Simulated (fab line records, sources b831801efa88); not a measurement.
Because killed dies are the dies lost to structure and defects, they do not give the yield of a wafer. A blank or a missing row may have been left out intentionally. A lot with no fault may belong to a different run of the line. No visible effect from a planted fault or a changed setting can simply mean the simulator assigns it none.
Which tool is to blame? / flow sky130 / route of 708 steps, sampled at 1 step: 7 lots, 21 wafers

== WHAT THE GAUGES SHOWED, per wafer ==
SKY_VIA1_OVL_MEAS_13.
lot=L614; measured=day 35 02:59; on=overlay-02; VIA1_OVL (nm)=12 6 1
lot=L616; measured=day 35 16:19; on=overlay-02; VIA1_OVL (nm)=6 6 -1
lot=L618; measured=day 36 17:49; on=overlay-01; VIA1_OVL (nm)=-6 -10 -14
lot=L620; measured=day 37 03:25; on=overlay-02; VIA1_OVL (nm)=-11 -3 -10
lot=L625; measured=day 38 18:14; on=overlay-01; VIA1_OVL (nm)=1 -3 0
lot=L626; measured=day 39 02:32; on=overlay-01; VIA1_OVL (nm)=-1 1 -1
lot=L635; measured=day 41 02:28; on=overlay-01; VIA1_OVL (nm)=4 5 5

== EACH LOT AND THE TOOL THAT RAN IT (in order: tool; ch and the chambers of the sampled wafers; start) ==
Record: no process step prior to these readings.

== THE ANSWER, worked out from the rows above alone ==
Rule: usual is defined by the lots themselves. Put in order of their means at a reading, lots are off if they are a third of the lots or fewer, leave a main group of 4 or more, and stand apart from it by a gap of 3 or more times the standard deviation of the main group's means; of several such gaps the widest counts. The tables above print the reading to a certain number of digits; a main group whose means all agree to those digits is not used. A lot without any number at a reading at which 4 lots or more have one is off too. The other lots that the step has rows for count as sound.
None of the lots is off at any reading shown; this tells nothing.

== WHAT WAS PUT IN BY THE SIMULATOR ==
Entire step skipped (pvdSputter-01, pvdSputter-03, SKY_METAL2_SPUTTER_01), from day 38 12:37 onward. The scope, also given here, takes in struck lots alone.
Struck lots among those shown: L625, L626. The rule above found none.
